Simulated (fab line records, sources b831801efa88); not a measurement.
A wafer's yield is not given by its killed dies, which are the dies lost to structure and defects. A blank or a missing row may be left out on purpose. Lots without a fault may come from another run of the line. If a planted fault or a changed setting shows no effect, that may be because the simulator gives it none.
fab line records | flow gf180mcu | part 2 of 2: steps 26 to 34 of 34
[record] lots = 5 | wafers = 15 | last_day = 34
route steps=602 shown M1@332 V1@335 M2@362
lots that met no fault: taken from a fault-free run of the same line
start_h: hours from the record's first day to the start of the lot's first wafer shown | wait_h: hours elapsed since this lot's preceding step | " as in the row above | L1.1+2: several wafers, shown together as one row | - either no value or no given start | * or withheld: withheld | < > ~ a bound
route shown NAME@n: names a module that has steps shown in the file, with the first one's number in the route | usual: mean and standard deviation over wafers with no fault | same: alike in all rows | chamber/n: place in a boat | sites: each site's reading | _std_site: standard deviation of those values | _edge_site: outer sites' mean less inner sites' | radius_mm: for every site, how far away it sits from the centre of the wafer | mask NAME#n: copy n | behind: the last tool/chamber to shape the wafer | hold: reason for holding the lot/hours on hold/outcome of the hold | device: names the non-switching transistor (n, p or np) | end of line: the same wafers' tests at the end of the route | a step given without rows: its recipe and nothing more | killed: dies lost to structure and defects at the first sort, not the wafer's yield | map: per-die view of a wafer (x killed, . not killed, _ where there is no die)
set.NAME: the setting as run; set.NAME@STEP: as run at that earlier step | model.NAME: the simulator's own value behind a step, which no gauge read
lots at some steps of the route; a table a step, a row a wafer
services: from which hour (start_h, from the record's first day; less than 0 if before it) a tool's chamber was out of use, for how many hours, and why
[[steps]]
[step GF_V1_SPUTTER_22]
[recipe] material = TiN | target_thk_nm = 10 | chamber_pressure_pa = 5 | power_w = 4000 | time_s = 40
[usual] throttle_valve_pct = 30.2/0.83
lot.wafer | tool           | chamber | start_h | wait_h | throttle_valve_pct
L077.1    | pvd_sputter-04 | -       | 441.98  | 0.0    | 30.6
L077.4    | "              | -       | "       | "      | 29.7
L077.5    | "              | -       | "       | "      | 29.5
L078.2    | pvd_sputter-04 | -       | 448.78  | 0.0    | 29.3
L078.5    | "              | -       | "       | "      | 30.7
L078.6    | "              | -       | "       | "      | 30.9
L080.1    | pvd_sputter-04 | -       | 469.00  | 0.0    | 30.2
L080.2    | "              | -       | "       | "      | 31.0
L080.5    | "              | -       | "       | "      | 30.6
L095.1    | pvd_sputter-04 | -       | 598.88  | 0.0    | 30.8
L095.2    | "              | -       | "       | "      | 29.6
L095.3    | "              | -       | "       | "      | 29.5
L097.4    | pvd_sputter-04 | -       | 610.02  | 0.0    | 29.7
L097.5    | "              | -       | "       | "      | 30.7
L097.6    | "              | -       | "       | "      | 29.6
[step GF_V1_CVD_23]
[recipe] material = W | target_thk_nm = 350 | time_s = 105.05 | temp_c = 400 | pressure_torr = 40
[usual] heater_power_w = 822/100
lot.wafer | tool     | chamber | start_h | wait_h | heater_power_w
L077.1    | cvd_w-02 | 0       | 442.02  | 0.0    | 1002
L077.4    | "        | 1       | "       | "      | 748
L077.5    | "        | 0       | "       | "      | 1005
L078.2    | cvd_w-01 | 0       | 448.82  | 0.0    | 765
L078.5    | "        | 1       | "       | "      | 770
L078.6    | "        | 0       | "       | "      | 768
L080.1    | cvd_w-01 | 1       | 469.04  | 0.0    | 769
L080.2    | "        | 0       | "       | "      | 787
L080.5    | "        | 1       | "       | "      | 780
L095.1    | cvd_w-02 | 0       | 598.92  | 0.0    | 1022
L095.2    | "        | 1       | "       | "      | 761
L095.3    | "        | 0       | "       | "      | 1048
L097.4    | cvd_w-02 | 1       | 610.09  | 0.1    | 747
L097.5    | "        | 0       | "       | "      | 998
L097.6    | "        | 1       | "       | "      | 745
[step GF_V1_RS_MEAS_24]
[recipe] thk_meas_gauge = four-point-probe | reads = W_of_V1_CVD_23+TiN_of_V1_SPUTTER_22+Ti_of_V1_SPUTTER_21
[usual] V1_W_RS = 0.328/0.0039
lot.wafer | tool          | chamber | start_h | wait_h | V1_W_RS[ohm/sq]
L077.1    | film_metro-03 | -       | 442.14  | 0.1    | 0.326
L077.4    | "             | -       | "       | "      | 0.329
L077.5    | "             | -       | "       | "      | 0.329
L078.2    | film_metro-03 | -       | 448.96  | 0.1    | 0.328
L078.5    | "             | -       | "       | "      | 0.324
L078.6    | "             | -       | "       | "      | 0.327
L080.1    | film_metro-03 | -       | 469.15  | 0.1    | 0.329
L080.2    | "             | -       | "       | "      | 0.329
L080.5    | "             | -       | "       | "      | 0.332
L095.1    | film_metro-03 | -       | 599.03  | 0.1    | 0.338
L095.2    | "             | -       | "       | "      | 0.336
L095.3    | "             | -       | "       | "      | 0.329
L097.4    | film_metro-01 | -       | 610.23  | 0.1    | 0.327
L097.5    | "             | -       | "       | "      | 0.324
L097.6    | "             | -       | "       | "      | 0.327
[step GF_V1_THK_MEAS_25]
[recipe] thk_meas_gauge = xrf | reads = W_of_V1_CVD_23
[usual] V1_W_THK = 345/4.3
lot.wafer | tool          | chamber | start_h | wait_h | V1_W_THK[nm]
L077.1    | film_metro-03 | -       | 442.26  | 0.1    | 349
L077.4    | "             | -       | "       | "      | 346
L077.5    | "             | -       | "       | "      | 348
L078.2    | film_metro-03 | -       | 449.07  | 0.1    | 346
L078.5    | "             | -       | "       | "      | 353
L078.6    | "             | -       | "       | "      | 349
L080.1    | film_metro-03 | -       | 469.27  | 0.1    | 343
L080.2    | "             | -       | "       | "      | 342
L080.5    | "             | -       | "       | "      | 338
L095.1    | film_metro-03 | -       | 599.15  | 0.1    | 338
L095.2    | "             | -       | "       | "      | 339
L095.3    | "             | -       | "       | "      | 349
L097.4    | film_metro-01 | -       | 610.32  | 0.1    | 342
L097.5    | "             | -       | "       | "      | 346
L097.6    | "             | -       | "       | "      | 344
[step GF_V1_CMP_26]
[recipe] stop_on = SiO2 | down_force_psi = 3.5 | platen_rpm = 60 | t_overpolish_s = 15 | target_thk_nm = 0 | pad_velocity_m_s = 0.94248
[usual] head_pressure_psi = 3.500/0.0075 | motor_current_A = 11.0/0.82 | overpolish_run_s = 15.001/0.0089 | slurry_filter_dp_kPa = 13.50/0.15 | time_to_endpoint_s = 83/4.8
lot.wafer | tool   | chamber | start_h | wait_h | head_pressure_psi | motor_current_A | overpolish_run_s | slurry_filter_dp_kPa | time_to_endpoint_s
L077.4    | cmp-02 | 2       | 442.37  | 0.1    | 3.515             | 11.8            | 15.011           | 13.62                | 84
L077.1    | "      | 0       | "       | "      | 3.508             | 9.4             | 14.997           | 13.42                | 81
L077.5    | "      | 2       | "       | "      | 3.493             | 11.5            | 14.991           | 13.43                | 85
L078.2    | cmp-02 | 2       | 449.17  | 0.1    | 3.513             | 12.0            | 15.004           | 13.53                | 83
L078.5    | "      | 1       | "       | "      | 3.509             | 11.3            | 15.006           | 13.66                | 85
L078.6    | "      | 2       | "       | "      | 3.516             | 11.9            | 15.001           | 13.81                | 86
L080.1    | cmp-02 | 1       | 469.33  | 0.1    | 3.501             | 10.7            | 14.983           | 13.68                | 89
L080.2    | "      | 0       | "       | "      | 3.502             | 9.1             | 15.006           | 13.38                | 84
L080.5    | "      | 2       | "       | "      | 3.504             | 11.4            | 15.026           | 13.38                | 84
L095.1    | cmp-02 | 2       | 599.21  | 0.1    | 3.505             | 11.3            | 15.016           | 13.50                | 89
L095.2    | "      | 0       | "       | "      | 3.491             | 10.5            | 14.992           | 13.35                | 87
L095.3    | "      | 1       | "       | "      | 3.501             | 11.8            | 14.994           | 13.68                | 90
L097.4    | cmp-02 | 3       | 610.35  | 0.0    | 3.502             | 9.5             | 15.003           | 13.27                | 92
L097.5    | "      | 3       | "       | "      | 3.492             | 10.1            | 15.006           | 13.57                | 91
L097.6    | "      | 0       | "       | "      | 3.502             | 9.7             | 15.015           | 13.72                | 88
[step GF_M2_SPUTTER_00]
[recipe] material = Ti | target_thk_nm = 37.5 | arriving_ion_energy_ev = 80 | substrate_temp_c = 200 | chamber_pressure_pa = 2 | power_w = 4000 | time_s = 150
[usual] throttle_valve_pct = 30.3/1.1
lot.wafer | tool           | chamber | start_h | wait_h | throttle_valve_pct
L077.1    | pvd_sputter-01 | -       | 442.62  | 0.1    | 30.5
L077.4    | "              | -       | "       | "      | 29.8
L077.5    | "              | -       | "       | "      | 30.5
L078.2    | pvd_sputter-02 | -       | 449.42  | 0.2    | 31.4
L078.5    | "              | -       | "       | "      | 32.9
L078.6    | "              | -       | "       | "      | 30.2
L080.1    | pvd_sputter-01 | -       | 469.63  | 0.2    | 30.2
L080.2    | "              | -       | "       | "      | 30.9
L080.5    | "              | -       | "       | "      | 28.5
L095.1    | pvd_sputter-01 | -       | 599.51  | 0.2    | 28.5
L095.2    | "              | -       | "       | "      | 30.7
L095.3    | "              | -       | "       | "      | 29.7
L097.4    | pvd_sputter-01 | -       | 610.65  | 0.2    | 30.1
L097.5    | "              | -       | "       | "      | 30.9
L097.6    | "              | -       | "       | "      | 30.7
[step GF_M2_SPUTTER_01]
[recipe] material = TiN | target_thk_nm = 30 | power_w = 6500 | time_s = 25 | chamber_pressure_pa = 0.4
[usual] throttle_valve_pct = 30.3/1.1
lot.wafer | tool           | chamber | start_h | wait_h | throttle_valve_pct
L077.1    | pvd_sputter-01 | -       | 442.72  | 0.1    | 30.5
L077.4    | "              | -       | "       | "      | 29.9
L077.5    | "              | -       | "       | "      | 30.6
L078.2    | pvd_sputter-02 | -       | 449.52  | 0.1    | 31.0
L078.5    | "              | -       | "       | "      | 32.8
L078.6    | "              | -       | "       | "      | 30.5
L080.1    | pvd_sputter-01 | -       | 469.73  | 0.1    | 29.9
L080.2    | "              | -       | "       | "      | 31.0
L080.5    | "              | -       | "       | "      | 28.4
L095.1    | pvd_sputter-01 | -       | 599.61  | 0.1    | 28.8
L095.2    | "              | -       | "       | "      | 30.7
L095.3    | "              | -       | "       | "      | 30.0
L097.4    | pvd_sputter-01 | -       | 610.75  | 0.1    | 29.8
L097.5    | "              | -       | "       | "      | 30.9
L097.6    | "              | -       | "       | "      | 30.3
[step GF_M2_SPUTTER_02]
[recipe] material = AlCu | target_thk_nm = 450 | power_w = 10600 | time_s = 23.9 | chamber_pressure_pa = 0.4
[usual] throttle_valve_pct = 30.3/1.1
lot.wafer | tool           | chamber | start_h | wait_h | throttle_valve_pct
L077.1    | pvd_sputter-01 | -       | 442.75  | 0.0    | 30.8
L077.4    | "              | -       | "       | "      | 29.8
L077.5    | "              | -       | "       | "      | 30.5
L078.2    | pvd_sputter-02 | -       | 449.55  | 0.0    | 31.1
L078.5    | "              | -       | "       | "      | 32.7
L078.6    | "              | -       | "       | "      | 30.1
L080.1    | pvd_sputter-01 | -       | 469.76  | 0.0    | 30.1
L080.2    | "              | -       | "       | "      | 30.9
L080.5    | "              | -       | "       | "      | 28.4
L095.1    | pvd_sputter-01 | -       | 599.64  | 0.0    | 28.4
L095.2    | "              | -       | "       | "      | 31.0
L095.3    | "              | -       | "       | "      | 30.0
L097.4    | pvd_sputter-01 | -       | 610.78  | 0.0    | 29.9
L097.5    | "              | -       | "       | "      | 30.8
L097.6    | "              | -       | "       | "      | 30.6
[step GF_M2_SPUTTER_03]
[recipe] material = Ti | target_thk_nm = 10 | substrate_temp_c = 300 | chamber_pressure_pa = 0.3 | power_w = 3000 | time_s = 6.7
[usual] throttle_valve_pct = 30.3/1.1
lot.wafer | tool           | chamber | start_h | wait_h | throttle_valve_pct
L077.1    | pvd_sputter-01 | -       | 442.78  | 0.0    | 30.8
L077.4    | "              | -       | "       | "      | 30.1
L077.5    | "              | -       | "       | "      | 30.9
L078.2    | pvd_sputter-02 | -       | 449.58  | 0.0    | 31.1
L078.5    | "              | -       | "       | "      | 32.4
L078.6    | "              | -       | "       | "      | 30.2
L080.1    | pvd_sputter-01 | -       | 469.79  | 0.0    | 30.0
L080.2    | "              | -       | "       | "      | 30.7
L080.5    | "              | -       | "       | "      | 28.9
L095.1    | pvd_sputter-01 | -       | 599.67  | 0.0    | 28.5
L095.2    | "              | -       | "       | "      | 30.8
L095.3    | "              | -       | "       | "      | 30.0
L097.4    | pvd_sputter-01 | -       | 610.81  | 0.0    | 29.6
L097.5    | "              | -       | "       | "      | 31.3
L097.6    | "              | -       | "       | "      | 30.7
[[services]]
tool            | chamber | start_h | hours | kind
pvd_sputter-01  | -       | 395.83  | 8.4   | repair
krf_scanner-02  | -       | 403.62  | 1.3   | pm
plasma_asher-02 | -       | 421.25  | 9.0   | pm
plasma_asher-01 | -       | 426.91  | 0.6   | repair
rie_diel-03     | 1       | 431.14  | 13.2  | repair
cvd_w-02        | 1       | 437.15  | 2.5   | repair
hdpcvd-01       | 2       | 439.99  | 14.3  | repair
krf_scanner-02  | -       | 441.24  | 1.0   | pm
plasma_asher-02 | -       | 451.62  | 1.8   | repair
rie_diel-03     | 1       | 460.41  | 2.8   | repair
wet_bench-02    | -       | 483.72  | 4.6   | repair
cmp-02          | -       | 486.94  | 1.8   | repair
pvd_sputter-04  | -       | 497.86  | 5.6   | repair
wet_bench-04    | -       | 510.75  | 4.0   | repair
pvd_sputter-04  | -       | 521.92  | 4.1   | repair
pvd_sputter-02  | -       | 538.49  | 8.1   | repair
wet_bench-03    | -       | 545.19  | 1.5   | repair
pvd_sputter-01  | -       | 554.01  | 1.5   | repair
rie_diel-03     | -       | 564.50  | 3.3   | repair
cmp-02          | -       | 572.00  | 4.0   | pm
cmp-02          | -       | 577.12  | 1.3   | repair
wet_bench-02    | -       | 589.78  | 21.5  | pm
pvd_sputter-02  | -       | 591.09  | 1.5   | repair
rie_diel-03     | 3       | 607.09  | 10.4  | repair
